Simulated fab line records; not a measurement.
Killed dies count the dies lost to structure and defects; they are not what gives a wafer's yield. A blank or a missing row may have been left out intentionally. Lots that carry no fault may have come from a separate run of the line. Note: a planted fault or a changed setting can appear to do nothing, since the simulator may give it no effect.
Problem report in the 8D (eight disciplines) form, filled by code	flow gf180mcu	the parts of the form that need people (team, actions taken, sign-off) are left out

== 1. THE PROBLEM ==
VT_IMPLANT_3_TW at GF_VT_IMPLANT_TW_MEAS_32 reads a mean of 30.2 on 3 wafers of 1 lot; wafers without a fault read 269.0 with a standard deviation of 2.5. That puts it -96 standard deviations away from the usual mean.
The first sign was on wafer L729.4 at day 8 06:17, on filmMetro-03. Wafers with a number at this step in the record: 33, from 11 lots. By rule, "out" or "out of limits" means more than 4 standard deviations away from the usual mean. All remaining wafers that have a number are taken as sound.

== 2. WHAT THIS IS AND IS NOT ==
question	is	is not
which readings at this step	VT_IMPLANT_3_TW	-
which lots	L729	L726, L727, L732, L740, L741, L743, L744, L745, L746, L747
which wafers of those lots	all that have a number	-
read on which gauges	filmMetro-03	filmMetro-01, filmMetro-02
when	from day 8 06:17	up to then (6 sound wafers); but 24 sound wafers of L732, L740, L741, L743, L744, L745, L746, L747 came after

== 3. SUSPECTS, AND WHAT RULES EACH OUT ==
Counting: any tool at a process step up to the reading is kept as a suspect provided that every lot that is out went through it and no sound lot did after the first of them.
- the gauge at GF_VT_IMPLANT_TW_MEAS_32: ruled out. All the wafers that are out were read on filmMetro-03, but those of them that GF_VT_IMPLANT_STRIP_20 has rows for are out there too, on other tools.
- plasmaAsher-03 at GF_VT_IMPLANT_STRIP_20 (strips in O2/N2): ruled out as a lasting fault. After its first lot that is out, L729 (day 7 13:35), sound lots L740, L745 ran on it.
- plasmaAsher-03 at GF_VT_IMPLANT_STRIP_31 (strips in O2/N2): ruled out as a lasting fault. After its first lot that is out, L729 (day 8 06:11), sound lots L732, L741, L743, L747 ran on it.
Left after counting: nothing in the record.

== 4. THE CAUSE (what the simulator had put in) ==
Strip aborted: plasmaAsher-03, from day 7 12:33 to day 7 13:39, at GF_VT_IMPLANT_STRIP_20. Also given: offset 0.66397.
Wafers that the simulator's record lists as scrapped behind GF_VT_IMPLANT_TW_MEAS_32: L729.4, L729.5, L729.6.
The count ruled it out by mistake, since the rule takes a fault to strike every lot its tool runs from the start of the fault on, and this one did not do so.

== 5. THE CHAIN OF EFFECTS, in route order ==
Each row: a reading where the mean over the struck wafers with a number is more than 3 standard deviations away from the usual. Only readings for which the record gives a usual standard deviation are gone through. hours: the time from each lot's start at the first step in this table that gives one to its start at this step, as a median over the lots. sigmas: the change in usual standard deviations.
hours	step	reading	usual	on struck wafers	change	sigmas
0	GF_VT_IMPLANT_STRIP_20	oesProductAu	0.716 a.u.	0.935	+0.219	+50
17	GF_VT_IMPLANT_STRIP_31	stripTimeToEndpointS	12.64 s	18.68	+6.04	+99 or more
17	GF_VT_IMPLANT_TW_MEAS_32	VT_IMPLANT_3_TW	269.0	30.2	-238.8	-96
Its process steps:
- GF_VT_IMPLANT_STRIP_20: strips in O2/N2.
- GF_VT_IMPLANT_STRIP_31: strips in O2/N2.
Readings that are blank on the struck wafers while sound wafers have them: stripTimeToEndpointS at GF_VT_IMPLANT_STRIP_20.

== 6. HOW IT WOULD HAVE BEEN CAUGHT EARLIER ==
In this record the first reading out of limits at a measuring or inspecting step was taken at day 8 06:17, 18 hours after the fault began at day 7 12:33.
The tool's own readings at GF_VT_IMPLANT_STRIP_20 were out on every struck wafer that the step has a row for (oesProductAu): an alarm limit on them would have fired on the first of those.
